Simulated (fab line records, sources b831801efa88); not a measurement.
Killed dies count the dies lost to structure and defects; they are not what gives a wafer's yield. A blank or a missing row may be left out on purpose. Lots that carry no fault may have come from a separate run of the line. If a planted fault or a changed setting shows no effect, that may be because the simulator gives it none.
fab line records	flow gf180mcu
[record] lots = 13	wafers = 39	last_day = 34
route steps=602 shown CONTACT@310 M1@330 V1@336
lots with no fault: from the same line, run without faults
start_h: hours from the record's first day to the start of the lot's first wafer shown	wait_h: hours since the lot's step before	" unchanged from the row above	L1.1+2: one row covering several wafers at once	- no value, or no start given	* or withheld: withheld	< > ~ a bound
route shown NAME@n: a module of which the file shows steps, and the number in the route of the first	usual: mean/standard deviation taken from wafers without a fault	same: alike in all rows	chamber/n: place in a boat	sites: each site's reading	_std_site: how widely they spread, as a standard deviation	_edge_site: outer sites' mean less inner sites'	radius_mm: how far each site lies from the wafer's centre	mask NAME#n: copy n	behind: the tool/chamber that last shaped the wafer	hold: reason for holding the lot/hours on hold/outcome of the hold	device: the transistor (n, p or np) that didn't switch	end of line: tests run on the same wafers once the route is complete	step lacking rows: just its recipe	killed: count of dies lost to structure and defects at first sort (not the wafer's yield)	map: per-die view of a wafer (x killed, . not killed, _ where there is no die)
set.NAME: the run value of the setting; set.NAME@STEP: its run value at that earlier step	model.NAME: the simulator's own value behind a step, which no gauge read
the route's steps for a sample of lots (tables are steps, rows are wafers)
services: from which hour (start_h, from the record's first day; less than 0 if before it) a tool's chamber was out of use, for how many hours, and why
[[steps]]
[step GF_CONTACT_SPUTTER_23]
[recipe] material = TiN	target_thk_nm = 10	chamber_pressure_pa = 5	power_w = 4000	time_s = 40
[usual] throttle_valve_pct = 29.9/1.3
lot.wafer	tool	chamber	start_h	wait_h	throttle_valve_pct
L778.1	pvd_sputter-01	-	378.44	0.0	30.2
L778.3	"	-	"	"	28.2
L778.4	"	-	"	"	29.3
L777.1	pvd_sputter-04	-	383.59	0.0	28.2
L777.2	"	-	"	"	31.6
L777.3	"	-	"	"	30.8
L779.2	pvd_sputter-01	-	387.23	0.0	29.5
L779.5	"	-	"	"	29.2
L779.6	"	-	"	"	29.8
L780.2	pvd_sputter-04	-	400.04	0.0	28.2
L780.3	"	-	"	"	31.4
L780.5	"	-	"	"	28.3
L781.1	pvd_sputter-04	-	409.91	0.0	31.7
L781.3	"	-	"	"	30.5
L781.5	"	-	"	"	28.2
L783.3	pvd_sputter-03	-	421.50	0.0	29.0
L783.4	"	-	"	"	30.6
L783.6	"	-	"	"	28.4
L784.1	pvd_sputter-03	-	429.34	0.0	29.1
L784.3	"	-	"	"	32.4
L784.6	"	-	"	"	28.6
L785.1	pvd_sputter-03	-	444.59	0.0	30.7
L785.3	"	-	"	"	28.2
L785.4	"	-	"	"	29.3
L787.1	pvd_sputter-04	-	459.79	0.0	30.1
L787.2	"	-	"	"	31.3
L787.3	"	-	"	"	30.6
L788.2	pvd_sputter-04	-	467.94	0.0	30.1
L788.3	"	-	"	"	28.2
L788.6	"	-	"	"	30.2
L791.1	pvd_sputter-04	-	503.73	0.0	30.7
L791.3	"	-	"	"	29.9
L791.6	"	-	"	"	30.5
L795.1	pvd_sputter-01	-	532.69	0.0	30.0
L795.2	"	-	"	"	29.4
L795.3	"	-	"	"	29.8
L798.1	pvd_sputter-04	-	558.10	0.0	28.4
L798.2	"	-	"	"	30.2
L798.3	"	-	"	"	31.6
[step GF_M1_OVL_MEAS_15]
[usual] M1_OVL = -4/5.8
lot.wafer	tool	chamber	start_h	wait_h	M1_OVL[nm]
L778.1	overlay-02	-	402.49	0.1	4
L778.3	"	-	"	"	-2
L778.4	"	-	"	"	-5
L777.1	overlay-01	-	406.88	0.1	-2
L777.2	"	-	"	"	-2
L777.3	"	-	"	"	-7
L779.2	overlay-01	-	411.28	0.1	-7
L779.5	"	-	"	"	-14
L779.6	"	-	"	"	-8
L780.2	overlay-01	-	425.14	0.1	10
L780.3	"	-	"	"	14
L780.5	"	-	"	"	17
L781.1	overlay-02	-	434.23	0.1	1
L781.3	"	-	"	"	-2
L781.5	"	-	"	"	2
L783.3	overlay-02	-	446.29	0.1	-7
L783.4	"	-	"	"	-7
L783.6	"	-	"	"	-7
L784.1	overlay-02	-	454.54	0.1	-3
L784.3	"	-	"	"	-2
L784.6	"	-	"	"	-1
L785.1	overlay-01	-	469.44	0.1	-3
L785.3	"	-	"	"	0
L785.4	"	-	"	"	-4
L787.1	overlay-01	-	484.58	0.1	-5
L787.2	"	-	"	"	-11
L787.3	"	-	"	"	-8
L788.2	overlay-02	-	493.14	0.1	-4
L788.3	"	-	"	"	-1
L788.6	"	-	"	"	7
L791.1	overlay-01	-	527.98	0.1	-13
L791.3	"	-	"	"	-6
L791.6	"	-	"	"	-8
L795.1	overlay-02	-	556.23	0.1	-11
L795.2	"	-	"	"	-6
L795.3	"	-	"	"	-7
L798.1	overlay-02	-	581.28	0.1	-3
L798.2	"	-	"	"	-4
L798.3	"	-	"	"	-7
[step GF_V1_THK_MEAS_01]
[recipe] reads = SiO2_of_V1_CVD_00
[usual] V1_CVD_00_THK = 600/5.7
lot.wafer	tool	chamber	start_h	wait_h	V1_CVD_00_THK[nm]
L778.1	film_metro-01	-	403.24	0.0	589
L778.3	"	-	"	"	590
L778.4	"	-	"	"	592
L777.1	film_metro-01	-	407.64	0.0	606
L777.2	"	-	"	"	598
L777.3	"	-	"	"	599
L779.2	film_metro-03	-	412.04	0.0	600
L779.5	"	-	"	"	589
L779.6	"	-	"	"	593
L780.2	film_metro-01	-	425.90	0.0	601
L780.3	"	-	"	"	600
L780.5	"	-	"	"	607
L781.1	film_metro-03	-	435.09	0.0	603
L781.3	"	-	"	"	597
L781.5	"	-	"	"	606
L783.3	film_metro-03	-	447.05	0.1	599
L783.4	"	-	"	"	599
L783.6	"	-	"	"	599
L784.1	film_metro-03	-	455.40	0.0	602
L784.3	"	-	"	"	603
L784.6	"	-	"	"	607
L785.1	film_metro-03	-	470.30	0.0	599
L785.3	"	-	"	"	609
L785.4	"	-	"	"	603
L787.1	film_metro-04	-	485.45	0.0	598
L787.2	"	-	"	"	601
L787.3	"	-	"	"	608
L788.2	film_metro-03	-	493.89	0.0	599
L788.3	"	-	"	"	599
L788.6	"	-	"	"	604
L791.1	film_metro-04	-	528.76	0.0	604
L791.3	"	-	"	"	600
L791.6	"	-	"	"	596
L795.1	film_metro-03	-	556.98	0.0	603
L795.2	"	-	"	"	607
L795.3	"	-	"	"	610
L798.1	film_metro-03	-	582.12	0.0	601
L798.2	"	-	"	"	596
L798.3	"	-	"	"	601
[step GF_V1_STRIP_18]
[recipe] chemistry = O2/N2	power_w = 1400	pressure_mtorr = 1500	platen_temp_c = 250	o2_flow_sccm = 3000	n2_flow_sccm = 300	overash_fraction = 0.5
[usual] chamber_pressure_mTorr = 1499.9/1.3	drypump_motor_current_A = 5.8/0.58	heater_power_w = 325/14	o2_flow_sccm = 3001/8.8	oes_product_au = 0.593/0.0051
lot.wafer	tool	chamber	start_h	wait_h	chamber_pressure_mTorr	drypump_motor_current_A	heater_power_w	o2_flow_sccm	oes_product_au	rf_hours_counter_h
L778.1	plasma_asher-03	1	427.75	-	1498.4	5.7	325	3003	0.592	84
L778.3	"	0	"	"	1498.6	5.3	350	2984	0.596	-
L778.4	"	1	"	"	1497.7	5.7	318	3011	0.592	-
L777.1	plasma_asher-02	0	431.80	-	1498.8	5.6	315	3015	0.587	25
L777.2	"	1	"	"	1499.5	6.4	306	2998	0.590	25
L777.3	"	1	"	"	1499.8	6.4	305	2999	0.598	-
L779.2	plasma_asher-04	0	436.85	-	1498.1	4.9	322	3006	0.588	1
L779.5	"	0	"	"	1501.2	4.9	321	3000	0.593	-
L779.6	"	1	"	"	1500.2	6.7	335	3006	0.595	-
L780.2	plasma_asher-02	0	451.35	-	1499.8	5.6	326	2998	0.595	27
L780.3	"	0	"	"	1499.8	5.6	316	3019	0.591	-
L780.5	"	0	"	"	1500.3	5.6	313	3007	0.588	-
L781.1	plasma_asher-04	1	460.50	-	1499.9	6.7	332	3009	0.593	3
L781.3	"	0	"	"	1498.9	5.0	316	2993	0.597	-
L781.5	"	0	"	"	1498.6	5.0	320	2990	0.599	-
L783.3	plasma_asher-03	0	471.93	-	1502.4	5.3	351	3009	0.605	-
L783.4	"	1	"	"	1499.1	5.7	319	3002	0.595	-
L783.6	"	0	"	"	1499.8	5.3	348	3007	0.589	-
L784.1	plasma_asher-04	1	480.20	-	1500.2	6.7	316	3010	0.594	5
L784.3	"	1	"	"	1498.7	6.7	328	3006	0.588	-
L784.6	"	1	"	"	1500.1	6.7	328	2994	0.593	-
L785.1	plasma_asher-02	0	495.30	-	1500.2	5.6	327	3010	0.599	31
L785.3	"	1	"	"	1499.4	6.5	306	2998	0.589	-
L785.4	"	0	"	"	1500.1	5.6	319	3014	0.591	-
L787.1	plasma_asher-03	0	510.04	-	1499.0	5.3	345	3001	0.600	93
L787.2	"	1	"	"	1499.6	5.7	320	2998	0.583	93
L787.3	"	0	"	"	1500.3	5.3	338	3011	0.592	-
L788.2	plasma_asher-03	1	517.95	-	1798.6	5.7	326	2992	0.595	94
L788.3	"	1	"	"	1801.9	5.7	321	2993	0.599	-
L788.6	"	0	"	"	1800.6	5.3	349	2998	0.597	-
L791.1	plasma_asher-03	1	552.39	-	1799.6	5.7	320	3012	0.601	98
L791.3	"	0	"	"	1798.3	5.3	353	2994	0.594	-
L791.6	"	1	"	"	1797.7	5.7	327	3029	0.600	-
L795.1	plasma_asher-02	1	579.15	-	1498.9	6.5	315	3006	0.597	39
L795.2	"	0	"	"	1500.2	5.6	316	2988	0.591	39
L795.3	"	1	"	"	1499.0	6.5	311	3010	0.583	-
L798.1	plasma_asher-04	1	603.95	-	1500.7	6.7	322	3010	0.594	17
L798.2	"	0	"	"	1499.0	4.9	319	2991	0.597	17
L798.3	"	1	"	"	1500.8	6.7	331	3000	0.591	-
[[services]]
tool	chamber	start_h	hours	kind
pvd_sputter-01	-	360.03	8.8	repair
plasma_asher-02	-	379.30	14.0	repair
plasma_asher-02	-	405.47	13.7	repair
plasma_asher-04	-	421.25	9.0	pm
plasma_asher-04	0	421.25	9.0	vent_cycle
plasma_asher-04	1	421.25	9.0	vent_cycle
plasma_asher-04	0	430.25	-	clean
plasma_asher-04	1	430.25	-	clean
plasma_asher-02	-	483.08	3.5	repair
plasma_asher-04	-	537.46	15.6	pm
pvd_sputter-04	-	564.96	0.5	repair
plasma_asher-02	-	573.21	5.5	repair
plasma_asher-04	-	579.14	2.8	pm
plasma_asher-02	-	587.75	15.6	pm
[[key]]
[first_sign] step = GF_V1_STRIP_18	reading = chamber_pressure_mTorr	direction = up	sigmas = 99+	usual = 1499.9	struck = 1799.5
effect none on later readings
met_at GF_V1_STRIP_18
struck_lots L788,L791
not_acting_at GF_CONTACT_SPUTTER_23,GF_M1_OVL_MEAS_15,GF_V1_THK_MEAS_01
onset_between 510.04 517.95
[fault] kind = process_parameter_drift	tool = plasma_asher-03	chamber = -	onset_h = 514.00	steps = GF_V1_STRIP_18	channel = pressure_mtorr	offset = 300	shape = step	end_h = 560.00	acts_in = these_recipes_only	stated = 1500
